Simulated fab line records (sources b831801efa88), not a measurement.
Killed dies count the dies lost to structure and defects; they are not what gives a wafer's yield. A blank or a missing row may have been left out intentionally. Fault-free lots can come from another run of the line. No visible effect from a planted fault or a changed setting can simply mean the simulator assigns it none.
Problem report in the 8D (eight disciplines) form, filled by code ; flow sky130 ; the parts of the form that need people (team, actions taken, sign-off) are left out

== 1. WHAT IS WRONG ==
Mean VT_ADJUST_NCORE_OVL at SKY_VT_ADJUST_NCORE_OVL_MEAS_08: 91.0 nm over 9 wafers in 3 lots; fault-free wafers: 0.5 nm, standard deviation 1.5. That puts it +60 standard deviations away from the usual mean.
First observed at day 11 13:31: wafer L380.2, on overlay-01. The record holds 42 wafers of 14 lots with a number at this step. Rule for "out", or "out of limits": more than 4 standard deviations from the usual mean. The other wafers with a number count as sound.

== 2. WHAT IT IS, WHAT IT ISN'T ==
question;is;is not
which readings at this step;VT_ADJUST_NCORE_OVL;-
which lots;L380, L381, L382;L370, L372, L374, L375, L376, L377, L378, L379, L383, L388, L390
which wafers of those lots;all that have a number;-
read on which gauges;overlay-01;overlay-02
when;from day 11 13:31;"up to then (24 sound wafers); but 9 sound wafers of L383, L388, L390 came after"

== 3. SUSPECTS, AND WHAT RULES EACH OUT ==
Counting: a tool at any process step up to the reading remains a suspect when it ran all the lots that are out and ran no sound lot after the first of those.
- the gauge at SKY_VT_ADJUST_NCORE_OVL_MEAS_08: kept. All the wafers that are out were read on overlay-01, and no step on other tools shows them out.
- ilineStepper-01 at SKY_VT_ADJUST_NCORE_EXPOSE_04 (exposes mask LVTN COMPLEMENT THIN, target cd 380 nm): kept. Every lot that is out went through it, starting with L380 (day 11 01:23), and after that it ran no sound lot; the last sound lot it ran before then is L378 (day 10 08:26).
After counting, ilineStepper-01 at SKY_VT_ADJUST_NCORE_EXPOSE_04 and overlay-01 at SKY_VT_ADJUST_NCORE_OVL_MEAS_08 remain.

== 4. THE CAUSE (what the simulator had put in) ==
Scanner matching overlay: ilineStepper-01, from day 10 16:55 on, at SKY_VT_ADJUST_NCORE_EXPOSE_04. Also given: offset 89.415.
Counting left 2 suspects, and this tool is among them.

== 5. SEQUENCE OF EFFECTS, ordered by route ==
Each row: a reading where the mean over the struck wafers with a number is more than 3 standard deviations away from the usual. Only readings for which the record gives a usual standard deviation are gone through. hours: the time from each lot's start at the first step in this table that gives one to its start at this step, as a median over the lots. sigmas: the change in usual standard deviations.
hours;step;reading;usual;on struck wafers;change;sigmas
0;SKY_VT_ADJUST_NCORE_OVL_MEAS_08;VT_ADJUST_NCORE_OVL;0.5 nm;91.0;+90.5;+60
At these later measuring or inspecting steps, every struck wafer for which the step has a row has a number for every such reading, and none has moved that far: SKY_VT_ADJUST_NCORE_TW_MEAS_11.

== 6. HOW IT WOULD HAVE BEEN CAUGHT EARLIER ==
In this record the first reading out of limits at a measuring or inspecting step was taken at day 11 13:31, 21 hours after the fault began at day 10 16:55.
Lots out: 3; of these, L382 started SKY_VT_ADJUST_NCORE_EXPOSE_04 on ilineStepper-01 after day 11 13:31. Holding the tool at that time would have saved it.
